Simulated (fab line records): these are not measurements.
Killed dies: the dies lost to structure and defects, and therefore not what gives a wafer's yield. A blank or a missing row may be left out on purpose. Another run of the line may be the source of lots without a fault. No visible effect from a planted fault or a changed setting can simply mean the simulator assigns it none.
The tool behind it: which one? :: flow gf180mcu :: 18 wafers from 6 lots sampled at 5 of the route's 602 steps

== WHAT THE GAUGES SHOWED, per wafer ==
GF_M5_CD_MEAS_07: target cd 280 nm.
lot: L700
measured: day 26 19:48
on: cd sem-01
cd nm (nm): 281.7 281.9 280.6

lot: L702
measured: day 27 12:55
on: cd sem-02
cd nm (nm): 280.6 280.9 280.4

lot: L710
measured: day 29 18:02
on: cd sem-02
cd nm (nm): 290.8 289.9 291.6

lot: L712
measured: day 30 06:24
on: cd sem-02
cd nm (nm): 280.2 280.4 280.1

lot: L715
measured: day 31 02:18
on: cd sem-01
cd nm (nm): 280.0 278.8 278.5

lot: L720
measured: day 32 09:05
on: cd sem-01
cd nm (nm): 279.4 279.7 278.5

== TOOL THAT RAN EACH LOT (tool first, then ch and the chambers of the sampled wafers, then the start) ==
lot: L700
GF_V4_SPUTTER_21: pvd sputter-02, day 25 01:28
GF_MIM_SPUTTER_09: pvd sputter-02, day 25 02:32
GF_MIM_STRIP_20: plasma asher-04 ch 0,1, day 25 23:31
GF_M5_SOFTBAKE_03: litho track-02 ch 0, day 26 09:34

lot: L702
GF_V4_SPUTTER_21: pvd sputter-02, day 25 18:21
GF_MIM_SPUTTER_09: pvd sputter-04, day 25 19:25
GF_MIM_STRIP_20: plasma asher-03 ch 0,1, day 26 15:58
GF_M5_SOFTBAKE_03: litho track-02 ch 0, day 27 02:43

lot: L710
GF_V4_SPUTTER_21: pvd sputter-02, day 28 01:52
GF_MIM_SPUTTER_09: pvd sputter-04, day 28 03:03
GF_MIM_STRIP_20: plasma asher-04 ch 0,1, day 28 22:25
GF_M5_SOFTBAKE_03: litho track-01 ch 0, day 29 08:07

lot: L712
GF_V4_SPUTTER_21: pvd sputter-03, day 28 14:27
GF_MIM_SPUTTER_09: pvd sputter-04, day 28 15:32
GF_MIM_STRIP_20: plasma asher-03 ch 0,1, day 29 10:46
GF_M5_SOFTBAKE_03: litho track-02 ch 0, day 29 21:07

lot: L715
GF_V4_SPUTTER_21: pvd sputter-04, day 29 12:50
GF_MIM_SPUTTER_09: pvd sputter-04, day 29 13:55
GF_MIM_STRIP_20: plasma asher-03 ch 0,1, day 30 08:25
GF_M5_SOFTBAKE_03: litho track-03 ch 0, day 30 17:44

lot: L720
GF_V4_SPUTTER_21: pvd sputter-04, day 30 21:30
GF_MIM_SPUTTER_09: pvd sputter-04, day 30 22:35
GF_MIM_STRIP_20: plasma asher-01 ch 1, day 31 16:13
GF_M5_SOFTBAKE_03: litho track-02 ch 0, day 32 01:14
- GF_V4_SPUTTER_21: material Ti, target thk 15 nm, time 80.02 s.
- GF_MIM_SPUTTER_09: material TiN, target thk 35 nm, time 28.83 s.
- GF_MIM_STRIP_20: strips in O2/N2.
- GF_M5_SOFTBAKE_03: time 60 s.

== THE ANSWER, worked out from the rows above alone ==
Rule: usual is defined by the lots themselves. Put in order of their means at a reading, lots are off if they are a third of the lots or fewer, leave a main group of 4 or more, and stand apart from it by a gap of 3 or more times the standard deviation of the main group's means; of several such gaps the widest counts. Not used: any main group whose means are identical at the precision the tables above print for the reading. A lot without any number at a reading at which 4 lots or more have one is off too. The other lots that the step has rows for count as sound.
Off at GF_M5_CD_MEAS_07 (cd nm): L710. For the main group the mean is 280.1 nm and the standard deviation 0.87.
If a tool, at a process step before that reading, ran all the lots that are off and no sound lot after the first of them, it fits. The gauges at GF_M5_CD_MEAS_07 are tried like those tools. Can't be told from this: 3 tools fit, pvd sputter-02 at GF_V4_SPUTTER_21, plasma asher-04 at GF_MIM_STRIP_20, litho track-01 at GF_M5_SOFTBAKE_03.

== WHAT THE SIMULATOR HAD PUT IN ==
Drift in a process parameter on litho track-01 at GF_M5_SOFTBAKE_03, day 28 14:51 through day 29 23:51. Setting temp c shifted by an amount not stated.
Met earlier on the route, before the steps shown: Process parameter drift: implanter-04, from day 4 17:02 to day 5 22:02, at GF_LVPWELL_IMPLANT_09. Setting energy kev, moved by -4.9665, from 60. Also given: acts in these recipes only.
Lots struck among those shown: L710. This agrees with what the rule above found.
